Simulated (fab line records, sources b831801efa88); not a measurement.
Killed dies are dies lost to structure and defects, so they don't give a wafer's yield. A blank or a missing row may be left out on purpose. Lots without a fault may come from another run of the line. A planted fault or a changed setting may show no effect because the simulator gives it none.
Chamber matching | flow sky130 | SKY_VIA2_CMP_24 on cmp-01: 4 sister chambers
The step polishes, stops on SiO2, t overpolish 20 s, target thk 0 nm. 16 wafers are shown with their chamber, then 8 later ones without.

WAFERS WITH THEIR CHAMBER
wafer  | chamber | time_to_endpoint_s (s) | motor_current_A (A) | overpolish_run_s (s)
L186.3 | 2       | 99                     | 10.4                | 20.007
L186.5 | 0       | 97                     | 10.3                | 20.004
L186.6 | 1       | 93                     | 10.7                | 20.011
L189.4 | 2       | 102                    | 10.5                | 20.002
L189.5 | 2       | 95                     | 10.0                | 20.008
L189.6 | 1       | 94                     | 10.3                | 19.992
L191.2 | 3       | 92                     | 11.5                | 20.003
L191.5 | 0       | 96                     | 11.1                | 20.003
L191.6 | 1       | 91                     | 10.3                | 19.990
L190.1 | 1       | 92                     | 10.2                | 19.993
L190.2 | 3       | 91                     | 11.5                | 20.002
L190.3 | 2       | 97                     | 10.7                | 20.002
L197.2 | 2       | 101                    | 9.9                 | 19.994
L197.5 | 0       | 98                     | 11.6                | 20.002
L197.6 | 1       | 96                     | 10.6                | 20.018
L199.1 | 0       | 99                     | 10.2                | 19.995

SIGNATURES (means of the wafers above)
reading            | chamber 0 | chamber 1 | chamber 2 | chamber 3 | scatter within a chamber
time_to_endpoint_s | 97.50     | 93.20     | 98.80     | 91.50     | 2.1
motor_current_A    | 10.800    | 10.420    | 10.300    | 11.500    | 0.407
overpolish_run_s   | 20.00100  | 20.00080  | 20.00260  | 20.00250  | 0.00831
Rule: a wafer's distance from a chamber is the root of the sum, over the readings, of the square of ((its reading less the chamber's mean) divided by the reading's scatter). The wafer belongs to the nearest chamber; if the next one is less than 2 further off, it can't be placed. The scatter: the root of (the sum of the squares of (reading less its chamber's mean) over the shown wafers, divided by (wafers less chambers)).

WAFERS WITHOUT THEIR CHAMBER
wafer  | time_to_endpoint_s (s) | motor_current_A (A) | overpolish_run_s (s)
L199.3 | 98                     | 11.6                | 19.996
L199.4 | 94                     | 10.2                | 20.007
L202.1 | 101                    | 11.4                | 19.990
L202.2 | 103                    | 11.5                | 19.998
L202.4 | 103                    | 10.4                | 19.992
L204.4 | 104                    | 10.5                | 19.972
L204.5 | 100                    | 11.7                | 19.988
L204.6 | 106                    | 10.0                | 20.012

WHICH CHAMBER EACH WENT THROUGH
wafer  | from the rows above               | in truth
L199.3 | can't be placed: 0 or 3 or 2 or 1 | 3
L199.4 | can't be placed: 1 or 0 or 2      | 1
L202.1 | can't be placed: 0 or 2           | 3
L202.2 | can't be placed: 0 or 2           | 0
L202.4 | can't be placed: 2 or 0           | 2
L204.4 | can't be placed: 2 or 0 or 1      | 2
L204.5 | can't be placed: 0 or 2 or 3 or 1 | 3
L204.6 | can't be placed: 2 or 0           | 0
Placed correctly: 0 of 8. Can't be placed from these rows: 8 (the true chamber is among the candidates in 7). Placed wrongly: 0.
